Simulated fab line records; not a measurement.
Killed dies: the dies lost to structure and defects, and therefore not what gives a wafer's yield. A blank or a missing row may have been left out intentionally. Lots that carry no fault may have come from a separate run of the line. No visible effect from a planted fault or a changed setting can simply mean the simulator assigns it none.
Matching of chambers -- flow sky130 -- rie diel-03 running SKY_VIA2_ETCH_14: 4 sister chambers
The step etches BARC in N2/H2, stops on SiO2, time 45.9 s, target depth 60 nm. 4 wafers are shown with their chamber, then 7 later ones without.

WAFERS, EACH WITH ITS CHAMBER
wafer,chamber,drypump motor current A (A)
L861.1,3,5.7
L862.5,2,6.3
L873.2,1,5.2
L873.3,0,6.4

WAFERS WITH NO CHAMBER GIVEN
wafer,drypump motor current A (A)
L873.6,6.2
L874.1,6.3
L874.5,6.2
L874.6,5.3
L877.2,5.2
L877.4,6.2
L877.5,6.3

WHICH CHAMBER EACH WENT THROUGH
wafer,from the rows above,in truth
L873.6,can't be placed: 2 or 0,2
L874.1,can't be placed: 2 or 0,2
L874.5,can't be placed: 2 or 0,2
L874.6,1,1
L877.2,1,1
L877.4,can't be placed: 2 or 0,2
L877.5,can't be placed: 2 or 0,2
Correct placement for 2 of the 7. Not placeable from these rows: 5 (in 5, the candidates include the true chamber). Placed wrongly: 0.
How it was worked out, from the rows above alone: a wafer's distance from a chamber is the root of the sum, over the readings, of the square of ((its reading less the chamber's mean) divided by the reading's scatter). The wafer belongs to the nearest chamber; if the next one is less than 2 further off, it can't be placed. For every chamber, the mean is computed from those of its wafers that are shown. The scatter (one wafer shown for each chamber): square how far every hidden wafer sits from the nearest shown wafer, average those squares and take the square root.
